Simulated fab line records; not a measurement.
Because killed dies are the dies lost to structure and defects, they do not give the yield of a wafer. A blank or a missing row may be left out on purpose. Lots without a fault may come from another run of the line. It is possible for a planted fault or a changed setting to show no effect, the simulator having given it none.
Comparing a struck lot with a sound one	flow sky130	15 steps out of a route of 708
Sound: wafers L722.1, L722.2, L722.4. Struck: wafers L731.2, L731.6. (L731.5 of the same lot was not struck and is left out.) The cause comes at the end.
At each step with rows: each side's tool, then ch and its chambers, then its first start. Under that, the readings that differ: sound wafers	struck wafers	difference of the means	sigmas: that difference in standard deviations of wafers without a fault.
alike: readings whose means differ by less than 2 such deviations, and words and numbers that are the same on both sides. not compared: withheld readings, readings that some wafer has no value for, bounds like >300 that may hide the same value, and numbers for which the record gives no deviation and whose values overlap.
A row with sigmas, a row that says differs or no value, or rows on one side alone: a step with any of these is where the two part. Non-overlapping numbers with no deviation appear without sigmas and do not part them. A reading missing from all wafers of one side parts the sides only when that side holds two or more wafers.

SKY_CAPM_SPUTTER_02: material TiN, target thk 200 nm, time 166.7 s.
  sound: pvd sputter-02 at day 39 17:18; struck: pvd sputter-03 at day 41 23:01
  alike: throttle valve pct
SKY_CAPM_RS_MEAS_03: measurement is done with a four-point probe.
  sound: film metro-02 at day 39 17:25; struck: film metro-03 at day 41 23:09
  alike: CAPM_TIN_RS
SKY_CAPM_THK_MEAS_04: measures by xrf.
  sound: film metro-02 at day 39 17:32; struck: film metro-03 at day 41 23:16
  alike: CAPM_TIN_THK
then, 7 steps without rows for these wafers: SKY_CAPM_DEHYDRATE_05 (time 60 s); SKY_CAPM_HMDS_06 (prime time 60 s); SKY_CAPM_COAT_07 (resist thk 1140 nm); SKY_CAPM_SOFTBAKE_08 (time 60 s); SKY_CAPM_EXPOSE_09 (exposes mask CAPM, target cd 1000 nm); SKY_CAPM_PEB_10; SKY_CAPM_DEVELOP_11 (develop time 60 s).
SKY_CAPM_OVL_MEAS_12:
  sound: overlay-02 at day 40 17:46; struck: overlay-02 at day 42 22:28
  alike: CAPM_OVL
SKY_CAPM_METAL_ETCH_13: etches TiN in Cl2/BCl3, stops on SiO2, target depth 220 nm, time 62.9 s.
  sound on rie metal-04 ch 0,1, day 40 17:48; struck on rie metal-02 ch 0, day 42 22:30
  alike: drypump motor current A, oes product au, throttle valve pct
  not compared: rf hours counter h
SKY_CAPM_STRIP_14: strips in O2/N2.
  sound on plasma asher-03 ch 0,1, day 40 17:53; struck on plasma asher-02 ch 0, day 42 22:35
reading	sound	struck	difference	sigmas
o2 flow sccm (sccm)	2981 3013 3029	2403 2412	-600	-67
strip time to endpoint s (s)	12.69 12.66 12.67	12.79 12.80	+0.12	+3
  alike: drypump motor current A, oes product au
  not compared: rf hours counter h
then, 1 step without rows for these wafers: SKY_CAPM_STRIP_15 (strips in post etch residue remover, time 1200 s).
-- the record jumps here: 7 days lie between the struck wafers' starts before and after (it left off in module CAPM and takes up again in module PAD_OPEN, whose first step shown is number 708 of the route) --
SKY_PAD_OPEN_PROBE_99:
  sound: prober-01 at day 48 10:15; struck: prober-01 at day 50 02:34
reading	sound	struck	difference	sigmas
killed short	41 46 39	31 29	-12	-2
  alike: defect limited yield, killed_at_M0_to_M3, killed_at_M4_up, killed at contacts, killed at front end, killed at other, killed dies, killed open, sort_bin_3_pad_short, sort_bin_5_function, sort_bin_6_memory, sort n pass, sort yield pct

## WHERE THEY PART
First at SKY_CAPM_STRIP_14; last, within this record, at SKY_PAD_OPEN_PROBE_99.

WHY: what had been put in by the simulator
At SKY_CAPM_STRIP_14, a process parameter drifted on plasma asher-02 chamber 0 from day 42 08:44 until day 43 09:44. The setting o2 flow sccm was moved by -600, starting from 3000. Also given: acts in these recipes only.
